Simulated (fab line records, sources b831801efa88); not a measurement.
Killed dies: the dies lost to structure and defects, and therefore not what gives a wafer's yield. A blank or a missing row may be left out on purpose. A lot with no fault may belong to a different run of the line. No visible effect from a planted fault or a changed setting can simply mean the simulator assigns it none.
Which tool did it?	flow gf180mcu	72 wafers from 24 lots sampled at 6 of the route's 602 steps

## WHAT EACH GAUGE READ, for each wafer
GF_V3_THK_MEAS_03.
lot	measured	on	V3_CVD_02_THK (nm)
L074	day 21 17:02	film metro-03	869 860 849
L075	day 21 19:35	film metro-03	850 858 866
L077	day 22 19:26	film metro-02	844 861 874
L076	day 22 20:04	film metro-01	836 852 858
L078	day 22 22:14	film metro-03	856 870 862
L079	day 23 14:57	film metro-01	832 838 844
L080	day 23 17:07	film metro-03	842 849 872
L081	day 24 04:11	film metro-03	849 841 852
L082	day 24 08:12	film metro-03	843 854 862
L083	day 24 15:45	film metro-03	850 851 857
L084	day 24 21:28	film metro-02	857 872 865
L085	day 25 10:43	film metro-02	855 861 859
L086	day 25 13:45	film metro-02	844 858 862
L087	day 26 00:27	film metro-02	844 859 867
L088	day 26 08:28	film metro-01	846 842 847
L089	day 26 10:01	film metro-01	859 833 864
L090	day 26 19:28	film metro-02	844 861 864
L091	day 27 02:34	film metro-02	833 861 850
L092	day 27 14:22	film metro-01	849 876 863
L093	day 27 18:01	film metro-03	850 865 845
L094	day 28 02:52	film metro-02	848 858 861
L095	day 28 09:31	film metro-01	850 867 861
L096	day 28 14:34	film metro-02	853 861 862
L097	day 28 21:17	film metro-01	845 850 858

GF_M4_THK_MEAS_06: measures by xrf.
lot	measured	on	M4_ALCU_THK (nm)
L074	day 22 19:02	film metro-03	440 436 437
L075	day 22 21:29	film metro-02	448 445 445
L077	day 23 20:50	film metro-03	446 443 443
L076	day 23 21:08	film metro-02	442 448 449
L078	day 23 22:57	film metro-04	443 445 441
L079	day 24 15:26	film metro-03	441 447 441
L080	day 24 17:59	film metro-03	437 433 443
L081	day 25 04:20	film metro-03	434 435 439
L082	day 25 09:02	film metro-02	434 442 440
L083	day 25 15:50	film metro-04	438 445 450
L084	day 25 20:56	film metro-02	451 451 443
L085	day 26 09:42	film metro-03	446 436 453
L086	day 26 12:28	film metro-02	452 442 449
L087	day 26 23:38	film metro-04	433 436 438
L088	day 27 07:37	film metro-03	447 446 454
L089	day 27 08:50	film metro-02	451 450 447
L090	day 27 17:59	film metro-04	438 435 438
L091	day 28 00:44	film metro-04	449 445 443
L092	day 28 12:53	film metro-03	433 443 436
L093	day 28 15:51	film metro-04	448 443 446
L094	day 29 00:19	film metro-03	434 431 430
L095	day 29 07:43	film metro-02	450 450 448
L096	day 29 12:17	film metro-03	437 442 443
L097	day 29 18:39	film metro-03	446 443 449

GF_V4_CD_MEAS_14: the cd target is 260 nm.
lot	measured	on	cd nm (nm)
L074	day 24 18:04	cd sem-02	259.3 260.7 259.6
L075	day 24 19:13	cd sem-02	260.2 259.0 260.7
L077	day 25 17:19	cd sem-01	259.0 258.9 260.4
L076	day 25 18:01	cd sem-01	260.3 260.9 260.1
L078	day 25 20:04	cd sem-01	261.0 259.6 260.8
L079	day 26 11:22	cd sem-01	260.9 259.8 260.5
L080	day 26 13:13	cd sem-02	258.2 258.8 257.4
L081	day 26 23:24	cd sem-02	260.1 260.2 260.0
L082	day 27 04:07	cd sem-02	260.6 260.5 259.3
L083	day 27 10:16	cd sem-02	259.5 259.6 258.3
L084	day 27 15:08	cd sem-01	260.1 259.6 259.9
L085	day 28 03:33	cd sem-01	258.9 260.2 261.3
L086	day 28 07:06	cd sem-01	259.0 261.6 259.1
L087	day 28 15:49	cd sem-02	261.9 262.5 261.1
L088	day 28 23:03	cd sem-01	260.9 260.8 259.9
L089	day 29 01:11	cd sem-01	260.9 263.2 262.2
L090	day 29 09:46	cd sem-02	260.5 260.4 261.0
L091	day 29 16:06	cd sem-02	259.9 260.6 259.6
L092	day 30 05:28	cd sem-02	257.7 258.7 258.9
L093	day 30 07:42	cd sem-02	259.7 258.2 259.8
L094	day 30 15:19	cd sem-01	259.7 258.4 260.0
L095	day 30 22:22	cd sem-01	260.4 260.9 259.7
L096	day 31 02:58	cd sem-01	260.3 259.7 260.1
L097	day 31 07:57	cd sem-02	256.5 257.7 258.0

GF_TOP_METAL_CD_MEAS_14: the cd target is 440 nm.
lot	measured	on	cd nm (nm)
L074	day 28 09:50	cd sem-01	442.8 441.3 442.4
L075	day 28 11:22	cd sem-02	439.1 437.8 437.6
L077	day 29 07:31	cd sem-02	440.1 439.0 440.5
L076	day 29 08:06	cd sem-02	442.0 440.0 441.0
L078	day 29 09:25	cd sem-02	440.4 440.3 440.0
L079	day 29 23:38	cd sem-01	438.0 437.8 438.2
L080	day 30 01:14	cd sem-02	439.4 441.3 440.3
L081	day 30 10:08	cd sem-01	439.4 439.3 438.5
L082	day 30 14:22	cd sem-02	435.9 435.4 434.9
L083	day 30 21:19	cd sem-01	437.9 436.3 438.2
L084	day 31 00:40	cd sem-01	435.4 436.4 435.1
L085	day 31 10:40	cd sem-01	440.5 440.9 438.6
L086	day 31 15:13	cd sem-01	441.4 442.4 442.9
L087	day 31 23:22	cd sem-01	437.1 435.6 436.3
L088	day 32 03:12	cd sem-01	445.3 442.7 440.3
L089	day 32 06:03	cd sem-02	438.0 438.0 437.8
L090	day 32 14:50	cd sem-02	438.6 440.4 439.0
L091	day 32 19:16	cd sem-01	440.2 439.7 441.9
L092	day 33 06:22	cd sem-02	438.7 438.9 437.6
L093	day 33 09:43	cd sem-02	438.7 438.8 439.1
L094	day 33 14:34	cd sem-01	436.2 441.3 440.3
L095	day 33 21:55	cd sem-02	442.3 444.0 441.3
L096	day 34 01:32	cd sem-01	440.3 441.9 439.1
L097	day 34 06:09	cd sem-02	434.7 437.4 439.5

## EACH LOT AND THE TOOL THAT RAN IT (in order: tool; ch and the chambers of the sampled wafers; start)
lot	GF_M4_STRIP_17	GF_TOP_METAL_SPUTTER_00
L074	plasma asher-03 ch 0,1, day 23 18:13	pvd sputter-04, day 27 14:34
L075	plasma asher-01 ch 0,1, day 23 19:42	pvd sputter-01, day 27 15:28
L077	plasma asher-03 ch 0,1, day 24 18:42	pvd sputter-02, day 28 11:44
L076	plasma asher-01 ch 0,1, day 24 19:15	pvd sputter-04, day 28 12:26
L078	plasma asher-03 ch 0,1, day 24 22:00	pvd sputter-01, day 28 13:48
L079	plasma asher-01 ch 0,1, day 25 13:21	pvd sputter-02, day 29 04:32
L080	plasma asher-04 ch 0,1, day 25 15:37	pvd sputter-02, day 29 05:49
L081	plasma asher-04 ch 0,1, day 26 01:40	pvd sputter-04, day 29 14:35
L082	plasma asher-01 ch 0,1, day 26 06:43	pvd sputter-04, day 29 19:23
L083	plasma asher-03 ch 0,1, day 26 12:52	pvd sputter-01, day 30 02:41
L084	plasma asher-04 ch 0,1, day 26 17:11	pvd sputter-02, day 30 06:07
L085	plasma asher-01 ch 0,1, day 27 06:49	pvd sputter-01, day 30 16:47
L086	plasma asher-01 ch 0, day 27 09:11	pvd sputter-01, day 30 21:39
L087	plasma asher-04 ch 0,1, day 27 19:28	pvd sputter-04, day 31 06:07
L088	plasma asher-04 ch 0,1, day 28 02:44	pvd sputter-04, day 31 10:52
L089	plasma asher-03 ch 0,1, day 28 04:31	pvd sputter-01, day 31 13:22
L090	plasma asher-01 ch 0,1, day 28 13:10	pvd sputter-04, day 31 21:46
L091	plasma asher-04 ch 0,1, day 28 20:16	pvd sputter-01, day 32 02:59
L092	plasma asher-04 ch 0, day 29 08:31	pvd sputter-01, day 32 14:03
L093	plasma asher-04 ch 0,1, day 29 11:25	pvd sputter-04, day 32 17:45
L094	plasma asher-03 ch 0,1, day 29 19:43	pvd sputter-02, day 32 23:07
L095	plasma asher-01 ch 0,1, day 30 02:55	pvd sputter-04, day 33 06:49
L096	plasma asher-03 ch 0,1, day 30 07:39	pvd sputter-01, day 33 09:58
L097	plasma asher-01 ch 0,1, day 30 12:58	pvd sputter-04, day 33 14:33
- GF_M4_STRIP_17: strips in O2/N2.
- GF_TOP_METAL_SPUTTER_00: material Ti, target thk 37.5 nm, time 150 s.

## WHAT THE TOOLS THEMSELVES READ (means of the sampled wafers that have a number; where no wafer has one, the mark that the record gives instead)
GF_M4_STRIP_17.
lot	tool	drypump motor current A (A)	heater power w (W)	oes product au (a.u.)	strip time to endpoint s (s)
L074	plasma asher-03	5.8	348	0.560	7.87
L075	plasma asher-01	5.8	331	0.560	7.88
L077	plasma asher-03	5.8	350	0.557	7.88
L076	plasma asher-01	5.8	335	0.558	7.88
L078	plasma asher-03	5.9	348	0.555	7.84
L079	plasma asher-01	5.8	331	0.559	7.82
L080	plasma asher-04	5.1	354	0.555	7.89
L081	plasma asher-04	5.1	354	0.557	7.88
L082	plasma asher-01	5.6	326	0.561	7.92
L083	plasma asher-03	5.8	344	0.560	7.86
L084	plasma asher-04	5.1	348	0.556	7.88
L085	plasma asher-01	5.8	335	0.559	7.90
L086	plasma asher-01	5.3	319	0.559	7.84
L087	plasma asher-04	5.4	377	0.560	7.84
L088	plasma asher-04	5.4	371	0.553	7.84
L089	plasma asher-03	5.8	349	0.556	7.81
L090	plasma asher-01	5.6	321	0.558	7.84
L091	plasma asher-04	5.1	355	0.556	7.88
L092	plasma asher-04	4.8	335	0.558	7.84
L093	plasma asher-04	5.4	370	0.551	7.73
L094	plasma asher-03	5.9	345	0.551	7.79
L095	plasma asher-01	5.8	332	0.553	7.82
L096	plasma asher-03	5.9	349	0.549	7.76
L097	plasma asher-01	5.6	327	0.558	7.89

GF_TOP_METAL_SPUTTER_00.
lot	tool	chamber pressure pa (Pa)	throttle valve pct (%)
L074	pvd sputter-04	1.999	29.1
L075	pvd sputter-01	2.008	30.0
L077	pvd sputter-02	2.000	28.2
L076	pvd sputter-04	2.000	30.5
L078	pvd sputter-01	2.001	30.0
L079	pvd sputter-02	1.998	29.4
L080	pvd sputter-02	1.998	30.2
L081	pvd sputter-04	1.999	30.2
L082	pvd sputter-04	2.000	30.4
L083	pvd sputter-01	2.006	29.2
L084	pvd sputter-02	2.000	29.9
L085	pvd sputter-01	1.998	29.8
L086	pvd sputter-01	1.999	29.8
L087	pvd sputter-04	1.999	29.9
L088	pvd sputter-04	1.998	30.1
L089	pvd sputter-01	1.998	29.6
L090	pvd sputter-04	2.001	30.8
L091	pvd sputter-01	2.004	29.2
L092	pvd sputter-01	1.998	30.6
L093	pvd sputter-04	2.002	30.5
L094	pvd sputter-02	1.997	28.6
L095	pvd sputter-04	2.006	29.4
L096	pvd sputter-01	1.999	29.5
L097	pvd sputter-04	1.995	29.6

## THE ANSWER, worked out from the rows above alone
Rule: the lots themselves supply what counts as usual. The widest of any qualifying gaps counts: lots, ordered by their means at a reading, are off when they make up no more than a third of the lots, leave a main group of 4 or more, and stand apart from it by 3 or more times the standard deviation of that group's means. The tables above print the reading to a certain number of digits; a main group whose means all agree to those digits is not used. Also off: a lot with no number at a reading for which 4 or more lots have one. The other lots that the step has rows for count as sound. After the gauges, taken in route order, come the tools' own readings; for these a lot's mean is taken, as printed above. The first step at which some lot is off is used, and at that step the reading that is off furthest; a lot without a number counts as furthest.
Across all readings shown, no lot is off: no conclusion can be drawn from this.

## WHAT WAS PUT IN BY THE SIMULATOR
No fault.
